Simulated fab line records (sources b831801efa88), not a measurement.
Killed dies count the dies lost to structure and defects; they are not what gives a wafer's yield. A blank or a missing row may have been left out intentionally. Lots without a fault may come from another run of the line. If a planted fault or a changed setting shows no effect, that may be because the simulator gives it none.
Chamber matching / flow gf180mcu / GF_STI_CMP_25 on cmp-01 has 4 sister chambers
The step polishes, stops on Si3N4, t overpolish 33 s, target thk 524.6 nm. 8 wafers are shown with their chamber, then 10 later ones without.

## EACH WAFER AND ITS CHAMBER
wafer=L274.4; chamber=2; motor-current-A (A)=12.8; time-to-endpoint-s (s)=124
wafer=L276.1; chamber=0; motor-current-A (A)=10.5; time-to-endpoint-s (s)=127
wafer=L278.6; chamber=0; motor-current-A (A)=10.2; time-to-endpoint-s (s)=127
wafer=L283.2; chamber=2; motor-current-A (A)=12.7; time-to-endpoint-s (s)=123
wafer=L283.4; chamber=1; motor-current-A (A)=12.1; time-to-endpoint-s (s)=120
wafer=L283.6; chamber=3; motor-current-A (A)=10.2; time-to-endpoint-s (s)=119
wafer=L284.1; chamber=1; motor-current-A (A)=12.8; time-to-endpoint-s (s)=122
wafer=L284.2; chamber=3; motor-current-A (A)=10.6; time-to-endpoint-s (s)=126

## WAFERS MISSING THEIR CHAMBER
wafer=L284.6; motor-current-A (A)=12.7; time-to-endpoint-s (s)=124
wafer=L290.1; motor-current-A (A)=12.3; time-to-endpoint-s (s)=120
wafer=L290.4; motor-current-A (A)=13.1; time-to-endpoint-s (s)=120
wafer=L290.6; motor-current-A (A)=10.0; time-to-endpoint-s (s)=125
wafer=L291.2; motor-current-A (A)=12.6; time-to-endpoint-s (s)=120
wafer=L291.4; motor-current-A (A)=10.5; time-to-endpoint-s (s)=120
wafer=L291.6; motor-current-A (A)=10.2; time-to-endpoint-s (s)=125
wafer=L292.1; motor-current-A (A)=10.2; time-to-endpoint-s (s)=122
wafer=L292.2; motor-current-A (A)=12.0; time-to-endpoint-s (s)=121
wafer=L292.5; motor-current-A (A)=10.6; time-to-endpoint-s (s)=121

## WHICH CHAMBER EACH ONE RAN IN
wafer=L284.6; from the rows above=can't be placed: 2 or 1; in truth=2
wafer=L290.1; from the rows above=can't be placed: 1 or 2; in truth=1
wafer=L290.4; from the rows above=can't be placed: 2 or 1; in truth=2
wafer=L290.6; from the rows above=can't be placed: 0 or 3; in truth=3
wafer=L291.2; from the rows above=can't be placed: 1 or 2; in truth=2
wafer=L291.4; from the rows above=can't be placed: 3 or 0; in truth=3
wafer=L291.6; from the rows above=can't be placed: 0 or 3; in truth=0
wafer=L292.1; from the rows above=can't be placed: 3 or 0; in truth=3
wafer=L292.2; from the rows above=can't be placed: 1 or 2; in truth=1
wafer=L292.5; from the rows above=can't be placed: 3 or 0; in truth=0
0 of 10 placed correctly. Unplaceable from these rows: 10, with the true chamber sitting among the candidates in 10. Placed wrongly: 0.
How it was worked out, from the rows above alone: a wafer's distance from a chamber is the root of the sum, over the readings, of the square of ((its reading less the chamber's mean) divided by the reading's scatter). The wafer belongs to the nearest chamber; if the next one is less than 2 further off, it can't be placed. Each chamber's mean is taken over the wafers shown for it. The scatter is the square root of a quotient: the sum, over the shown wafers, of each reading's squared deviation from its chamber's mean, divided by wafers minus chambers.
